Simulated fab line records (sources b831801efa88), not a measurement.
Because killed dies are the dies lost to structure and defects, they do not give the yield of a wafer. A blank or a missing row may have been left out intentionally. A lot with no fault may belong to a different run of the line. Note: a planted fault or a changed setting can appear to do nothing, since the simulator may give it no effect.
2 desks, one fault + flow sky130 + what lay behind the numbers comes last; until then each desk has only its own

## FROM THE METROLOGY DESK
What the gauges read, lot by lot, whatever tool the lot ran on: means of the sampled wafers that have a number. Any lot whose mean is over 4 standard deviations away from the usual mean is out of limits and marked OUT; that distance is given in the brackets.
Columns: A = POLY_GATE_CVD_03_THK at SKY_POLY_GATE_THK_MEAS_04, usual 75.2 nm; B = LDD_N_OVL at SKY_LDD_N_OVL_MEAS_07, usual -0.6 nm
| lot  | first seen here | A    | B    |
|------|-----------------|------|------|
| L105 | day 15 06:45    | 75.9 | -1.6 |
| L106 | day 15 09:55    | 73.9 | -1.5 |
| L107 | day 15 20:54    | 75.9 | 0.7  |
| L108 | day 16 01:42    | 75.2 | -1.6 |
| L109 | day 16 23:17    | 75.3 | 0.2  |
| L111 | day 17 10:14    | 75.9 | 0.3  |
| L112 | day 17 19:32    | 75.3 | -2.6 |
| L114 | day 18 10:46    | 75.9 | 0.7  |
| L115 | day 18 18:17    | 74.6 | 0.7  |
| L116 | day 19 04:06    | 74.5 | -1.6 |
| L118 | day 20 01:57    | 75.4 | 0.0  |
| L121 | day 21 00:01    | 76.1 | -1.1 |
| L123 | day 21 20:43    | 75.2 | -0.5 |
| L125 | day 22 08:17    | 75.0 | -1.0 |
| L128 | day 23 04:41    | 74.5 | -0.6 |
Result from this desk: across the 15 lots, nothing is out of limits.

## FOR THE TOOL OWNER'S DESK: rie-si-02
The tool's own readings at SKY_POLY_GATE_ETCH_17 (etches poly-Si in HBr/Cl2, stops on SiO2, target depth 180 nm, time 70.5 s): means of the sampled wafers that have a number, for each lot that ran on this tool. Any lot whose mean is over 4 standard deviations away from the usual mean is out of limits and marked OUT; that distance is given in the brackets.
Columns: A = drypump-motor-current-A at SKY_POLY_GATE_ETCH_17, usual 5.6 A; B = oes-product-au at SKY_POLY_GATE_ETCH_17, usual 0.985 a.u.; C = throttle-valve-pct at SKY_POLY_GATE_ETCH_17, usual 33.683 %
| lot  | first seen here | A   | B               | C      |
|------|-----------------|-----|-----------------|--------|
| L105 | day 16 10:09    | 5.4 | 0.984           | 33.683 |
| L106 | day 16 13:39    | 5.2 | 0.978           | 33.677 |
| L108 | day 17 05:16    | 5.4 | 0.984           | 33.679 |
| L109 | day 18 04:30    | 5.4 | 0.985           | 33.687 |
| L112 | day 19 01:45    | 5.4 | 0.981           | 33.683 |
| L115 | day 20 01:31    | 5.2 | 0.985           | 33.689 |
| L121 | day 22 06:38    | 5.3 | 0.838 (-20) OUT | 33.677 |
| L123 | day 23 03:16    | 5.3 | 0.832 (-21) OUT | 33.673 |
| L125 | day 23 15:01    | 5.2 | 0.840 (-20) OUT | 33.678 |
This desk's finding: out of limits on L121, L123, L125; first on L121, day 22 06:38 (oes-product-au at SKY_POLY_GATE_ETCH_17). In limits: L105, L106, L108, L109, L112, L115.

## ALL TOGETHER
An alarm could have come from the tool owner's desk at day 22 06:38, on L121, L123, L125.
Nothing out of limits was seen by the metrology desk.
The metrology desk has L121, L123, L125 on record, within its limits.
All the named lots went through SKY_POLY_GATE_ETCH_17 on rie-si-02.

## WHAT THE SIMULATOR HAD INSERTED
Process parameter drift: rie-si-02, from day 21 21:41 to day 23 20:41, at SKY_POLY_GATE_ETCH_17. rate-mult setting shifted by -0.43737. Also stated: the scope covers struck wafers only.
Shown lots that were struck: L121, L123, L125.
How many hours passed from the start of the fault until each desk's first out-of-limits reading: the tool owner's desk, 9.
